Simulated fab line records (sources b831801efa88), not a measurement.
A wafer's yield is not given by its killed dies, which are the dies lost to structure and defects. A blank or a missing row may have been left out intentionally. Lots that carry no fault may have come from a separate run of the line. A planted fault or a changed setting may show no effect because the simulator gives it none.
A lot that was struck, set against a sound lot | flow sky130 | 33 steps out of a route of 708
Sound: the wafers L138.4, L138.5, L138.6. Struck: wafer L151.1; the same lot's L151.5 was not struck, so it is left out; see the end for the cause.
Order at every step that has rows: each side's tool, ch and its chambers, its first start. Under that, the readings that differ: sound wafers | struck wafers | difference of the means | sigmas: that difference in standard deviations of wafers without a fault.
alike: a reading whose means differ by less than 2 such deviations, as well as words and numbers matching on both sides. not compared: withheld readings; readings where some wafer has no value; bounds like >300 that might hide an equal value; numbers whose values overlap and for which the record gives no deviation.
Wherever a step has rows on one side only, a row that says differs or no value, or a row with sigmas, the two part there. When numbers do not overlap yet have no deviation, they are printed without sigmas and do not part them. A reading that every wafer of one side lacks parts them only if that side has two wafers or more.

first, 4 steps without rows for these wafers: SKY_LOCAL_INTERCONNECT_SOFTBAKE_07 (time 90 s); SKY_LOCAL_INTERCONNECT_EXPOSE_08 (exposes mask LI1M, target cd 170 nm); SKY_LOCAL_INTERCONNECT_PEB_09; SKY_LOCAL_INTERCONNECT_DEVELOP_10 (develop time 60 s).
SKY_LOCAL_INTERCONNECT_CD_MEAS_11 targets a cd of 170 nm.
  sound on cd_sem-01, day 32 09:52; struck on cd_sem-01, day 36 13:01
  alike: cd_nm
SKY_LOCAL_INTERCONNECT_OVL_MEAS_12:
  sound on overlay-01, day 32 09:56; struck on overlay-02, day 36 13:08
  alike: LOCAL_INTERCONNECT_OVL
SKY_LOCAL_INTERCONNECT_ETCH_13: etches BARC in N2/H2, stops on SiO2, time 45.9 s, target depth 60 nm.
  sound on rie_metal-03 ch 0,1, day 32 09:59; struck on rie_metal-03 ch 0, day 36 13:10
  reading                | sound | struck | difference                   | sigmas
  rf_hours_counter_h (h) | - - - | 7      | no value on the sound wafers |
  alike: chamber_pressure_mTorr, drypump_motor_current_A, oes_product_au, throttle_valve_pct
SKY_LOCAL_INTERCONNECT_METAL_ETCH_14: etches TiN in Cl2/BCl3, stops on PSG, target depth 110 nm, time 31.4 s.
  sound on rie_metal-03 ch 0,1, day 32 10:02; struck on rie_metal-03 ch 0, day 36 13:14
  reading                | sound | struck | difference                   | sigmas
  rf_hours_counter_h (h) | - - - | 7      | no value on the sound wafers |
  alike: chamber_pressure_mTorr, drypump_motor_current_A, oes_product_au, throttle_valve_pct
SKY_LOCAL_INTERCONNECT_STRIP_15: strips in O2/N2.
  sound on plasma_asher-04 ch 0,1, day 32 10:07; struck on plasma_asher-04 ch 0, day 36 13:17
  reading                | sound             | struck | difference                   | sigmas
  oes_product_au (a.u.)  | 0.435 0.430 0.433 | 0.422  | -0.011                       | -2
  rf_hours_counter_h (h) | - - -             | 106    | no value on the sound wafers |
  alike: chamber_pressure_mTorr, drypump_motor_current_A, strip_time_to_endpoint_s
then, 3 steps without rows for these wafers: SKY_LOCAL_INTERCONNECT_STRIP_16 (strips in post etch residue remover, time 1200 s); SKY_LOCAL_INTERCONNECT_CLEAN_17 (cleans in IPA, time 180 s); SKY_LOCAL_INTERCONNECT_CLEAN_18 (cleans in O3/DIW).
SKY_CONTACT_CVD_00: deposits Si3N4, target thk 75 nm.
  sound on pecvd-01 ch 0,1,2, day 32 10:41; struck on pecvd-01 ch 1, day 36 13:53
  reading                                   | sound             | struck | difference | sigmas
  model.Si3N4_of_CONTACT_CVD_00.thk_nm (nm) | 74.62 74.31 74.93 | 60.82  | -13.80     |
  alike: heater_power_w
  not compared: susceptor_temp_C
SKY_CONTACT_THK_MEAS_01:
  sound on film_metro-02, day 32 10:44; struck on film_metro-01, day 36 13:55
  reading                 | sound          | struck | difference | sigmas
  CONTACT_CVD_00_THK (nm) | 74.6 74.3 75.0 | 60.8   | -13.8      | -13
then, 1 step without rows for these wafers: SKY_CONTACT_HDPCVD_02 (deposits SiO2, target thk 565 nm, time 94.2 s).
SKY_CONTACT_THK_MEAS_03:
  sound on film_metro-02, day 32 10:52; struck on film_metro-01, day 36 14:02
  alike: CONTACT_HDPCVD_THK
then, 1 step without rows for these wafers: SKY_CONTACT_CMP_04 (polishes SiO2).
SKY_CONTACT_BOW_MEAS_05:
  sound on film_metro-01, day 32 11:15; struck on film_metro-02, day 36 14:24
  alike: CONTACT_BOW
then, 8 steps without rows for these wafers: SKY_CONTACT_DEHYDRATE_06 (time 60 s); SKY_CONTACT_HMDS_07 (prime time 60 s); SKY_CONTACT_COAT_08 (resist thk 60 nm); SKY_CONTACT_COAT_09 (resist thk 450 nm); SKY_CONTACT_SOFTBAKE_10 (time 90 s); SKY_CONTACT_EXPOSE_11 (exposes mask CTM1, target cd 170 nm); SKY_CONTACT_PEB_12; SKY_CONTACT_DEVELOP_13 (develop time 60 s).
SKY_CONTACT_CD_MEAS_14 targets a cd of 170 nm.
  sound on cd_sem-01, day 33 14:41; struck on cd_sem-02, day 37 16:23
  alike: cd_nm
SKY_CONTACT_OVL_MEAS_15:
  sound on overlay-01, day 33 14:46; struck on overlay-02, day 37 16:30
  alike: CONTACT_OVL
SKY_CONTACT_ETCH_16: etches BARC in N2/H2, stops on SiO2, time 45.9 s, target depth 60 nm.
  sound on rie_diel-03 ch 0,1,2, day 33 14:47; struck on rie_diel-01 ch 0, day 37 16:32
  alike: chamber_pressure_mTorr, drypump_motor_current_A, oes_product_au, throttle_valve_pct
  not compared: rf_hours_counter_h
then, 1 step without rows for these wafers: SKY_CONTACT_ETCH_17 (etches SiO2 in C4F8/O2/Ar, stops on Si3N4, target depth 340 nm).
SKY_CONTACT_ETCH_18: etches Si3N4 in CHF3/O2, stops on TiN, time 39 s, target depth 75 nm.
  sound: rie_diel-03 ch 0,1,2; struck: rie_diel-01 ch 0
  reading                  | sound             | struck | difference | sigmas
  oes_product_au (a.u.)    | 0.844 0.847 0.851 | 0.771  | -0.076     | -9
  throttle_valve_pct (%)   | 8.785 8.799 8.797 | 8.751  | -0.043     | -4
  model.etch.depth_nm (nm) | 74.62 74.31 74.93 | 60.82  | -13.80     |
  alike: chamber_pressure_mTorr, drypump_motor_current_A
  not compared: rf_hours_counter_h
SKY_CONTACT_STRIP_19: strips in O2/N2.
  sound on plasma_asher-03 ch 0,1, day 33 14:57; struck on plasma_asher-02 ch 1, day 37 16:40
  reading                | sound             | struck | difference                   | sigmas
  oes_product_au (a.u.)  | 0.375 0.380 0.375 | 0.390  | +0.013                       | +3
  rf_hours_counter_h (h) | - - -             | 39     | no value on the sound wafers |
  alike: chamber_pressure_mTorr, drypump_motor_current_A, strip_time_to_endpoint_s
then, 1 step without rows for these wafers: SKY_PAD_OPEN_PROBE_99.

== WHERE THEY PART ==
Earliest at SKY_LOCAL_INTERCONNECT_ETCH_13; latest, in this record, at SKY_CONTACT_STRIP_19.

WHY: the cause the simulator had injected
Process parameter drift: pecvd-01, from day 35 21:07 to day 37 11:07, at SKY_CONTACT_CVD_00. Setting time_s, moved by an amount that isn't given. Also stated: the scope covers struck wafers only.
